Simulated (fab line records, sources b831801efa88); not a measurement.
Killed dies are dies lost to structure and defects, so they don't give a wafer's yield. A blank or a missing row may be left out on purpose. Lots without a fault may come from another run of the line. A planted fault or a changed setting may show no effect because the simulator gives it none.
A struck lot beside a sound one | flow gf180mcu | 15 steps out of a route of 602
Sound: wafers L627.4, L627.5, L627.6. Struck: wafers L632.3, L632.4, L632.5. The cause comes at the end.
At each step with rows: each side's tool, then ch and its chambers, then its first start. Under that, the readings that differ: sound wafers | struck wafers | difference of the means | sigmas: that difference in standard deviations of wafers without a fault.
alike: readings whose means differ by less than 2 such deviations, and words and numbers that are the same on both sides. not compared: withheld readings, readings that some wafer has no value for, bounds like >300 that may hide the same value, and numbers for which the record gives no deviation and whose values overlap.
The two part at a step that has a row with sigmas, a row that says differs or no value, or rows on one side only. Numbers that don't overlap but have no deviation are shown without sigmas and don't part them. A reading that every wafer of one side lacks parts them only if that side has two wafers or more.

first, 2 steps without rows for these wafers: GF_CONTACT_ETCH_16 (etches BARC in N2/H2); GF_CONTACT_ETCH_17 (etches SiO2 in C4F8/O2/Ar, stops on CoSi2, target depth 860 nm).
GF_CONTACT_STRIP_18: strips in O2/N2.
  sound on plasma_asher-03 ch 0,1, day 18 04:01; struck on plasma_asher-01 ch 0,1, day 20 03:40
  alike: drypump_motor_current_A, heater_power_w, oes_product_au
  not compared: rf_hours_counter_h
then, 4 steps without rows for these wafers: GF_CONTACT_CLEAN_19 (cleans in SPM); GF_CONTACT_CLEAN_20 (cleans in DIW); GF_CONTACT_CLEAN_21 (cleans in dHF, time 20 s); GF_CONTACT_SPUTTER_22 (material Ti, target thk 15 nm, time 80.02 s).
GF_CONTACT_SPUTTER_23: material TiN, target thk 10 nm, time 40 s.
  sound on pvd_sputter-04, day 18 04:20; struck on pvd_sputter-03, day 20 04:05
  alike: cathode_dc_power_W, throttle_valve_pct
GF_CONTACT_CVD_24: deposits W, target thk 300 nm, time 90.339 s.
  sound on cvd_w-02 ch 0,1, day 18 04:25; struck on cvd_w-02 ch 0,1, day 20 04:09
  alike: heater_power_w
GF_CONTACT_RS_MEAS_25: measures by four-point-probe.
  sound on film_metro-03, day 18 04:32; struck on film_metro-04, day 20 04:16
  alike: CONTACT_W_RS
GF_CONTACT_THK_MEAS_26: measures by xrf.
  sound on film_metro-03, day 18 04:38; struck on film_metro-04, day 20 04:22
  alike: CONTACT_W_THK
GF_CONTACT_CMP_27: polishes, stops on SiO2, t overpolish 15 s, target thk 0 nm.
  sound on cmp-02 ch 0,3, day 18 04:43; struck on cmp-02 ch 0,2,3, day 20 04:24
  alike: head_pressure_psi, motor_current_A, overpolish_run_s, slurry_filter_dp_kPa, time_to_endpoint_s
GF_M1_SPUTTER_00: material Ti, target thk 37.5 nm, time 150 s.
  sound on pvd_sputter-01, day 18 04:58; struck on pvd_sputter-01, day 20 04:42
  reading                               | sound             | struck            | difference | sigmas
  model.Ti_of_M1_SPUTTER_00.thk_nm (nm) | 37.64 37.45 37.87 | 11.24 11.39 11.42 | -26.30     |
  alike: cathode_dc_power_W, substrate_temp_c, throttle_valve_pct
GF_M1_SPUTTER_01: material TiN, target thk 30 nm, time 25 s.
  sound on pvd_sputter-01, day 18 05:04; struck on pvd_sputter-01, day 20 04:48
  alike: cathode_dc_power_W, throttle_valve_pct
-- the record jumps here: 12 days lie between the struck wafers' starts before and after (it left off in module M1 and takes up again in module PASSIVATION, whose first step shown is number 602 of the route) --
GF_PASSIVATION_PROBE_99:
  the record has rows for the struck wafers here (prober-01, day 32 08:53) and none for the sound ones

WHERE THEY PART
Only at GF_PASSIVATION_PROBE_99, within this record.

WHY: what the simulator had put in
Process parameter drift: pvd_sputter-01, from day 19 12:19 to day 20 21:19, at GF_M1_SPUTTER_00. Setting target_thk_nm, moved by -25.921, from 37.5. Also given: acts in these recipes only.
